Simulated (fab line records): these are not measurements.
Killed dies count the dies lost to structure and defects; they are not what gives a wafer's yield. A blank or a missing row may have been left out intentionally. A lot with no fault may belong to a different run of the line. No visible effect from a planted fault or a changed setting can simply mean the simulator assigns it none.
2 desks, one fault ; flow sky130 ; only its own numbers are on each desk; what lay behind them is given at the end

AT THE TOOL OWNER'S DESK: lithoTrack-04
At SKY_METAL2_SOFTBAKE_11 (time 90 s), the tool's own readings, given per lot that ran on this tool as the mean of the sampled wafers with a number. A lot is out of limits, marked OUT, if its mean lies more than 4 standard deviations from the usual mean; the brackets give that distance.
Columns: A = exhaustPa at SKY_METAL2_SOFTBAKE_11, usual 45.0 Pa; B = heaterPowerTotalW at SKY_METAL2_SOFTBAKE_11, usual 57.36 W; C = runLengthS at SKY_METAL2_SOFTBAKE_11, usual 119.08 s
lot;first seen here;A;B;C
L241;day 35 19:00;46.3;57.41;118.94
L244;day 36 09:00;45.1;57.34;119.05
L245;day 36 10:00;45.2;57.38;118.97
L252;day 38 22:00;43.4;57.27;119.05
L256;day 40 01:00;44.5;57.96 (+5.4) OUT;116.05 (-19) OUT
L257;day 40 11:00;44.3;58.10 (+6.7) OUT;116.14 (-18) OUT
This desk's verdict: out of limits on L256, L257, starting with L256 at day 40 01:00 (heaterPowerTotalW at SKY_METAL2_SOFTBAKE_11). Within limits: L241, L244, L245, L252.

FROM THE METROLOGY DESK
What the gauges read for every lot (on any tool): the sampled wafers with a number, averaged. A lot is out of limits, marked OUT, if its mean lies more than 4 standard deviations from the usual mean; the brackets give that distance.
Columns: A = METAL2_OVL at SKY_METAL2_OVL_MEAS_16, usual 1 nm
lot;first seen here;A
L239;day 35 07:27;4
L241;day 36 08:58;-5
L240;day 36 09:55;-5
L244;day 36 22:37;7
L245;day 36 23:19;6
L246;day 37 16:06;-5
L247;day 38 06:23;-5
L249;day 38 10:37;-7
L250;day 39 04:22;1
L252;day 39 10:34;7
L256;day 40 13:22;7
L257;day 40 23:56;11
Finding of this desk: none of the 12 lots has anything out of limits.

TAKEN TOGETHER
The tool owner's desk had the chance to raise an alarm at day 40 01:00 on L256, L257.
The metrology desk saw nothing out of limits.
The metrology desk holds a record of L256, L257, inside its limits.
Every lot named ran SKY_METAL2_SOFTBAKE_11 on lithoTrack-04.

WHAT THE SIMULATOR PUT IN
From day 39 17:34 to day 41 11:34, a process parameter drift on lithoTrack-04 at SKY_METAL2_SOFTBAKE_11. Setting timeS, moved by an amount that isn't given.
Shown lots that were struck: L256, L257.
Delay in hours, fault start to first out-of-limits reading, by desk: the tool owner's desk at 7.
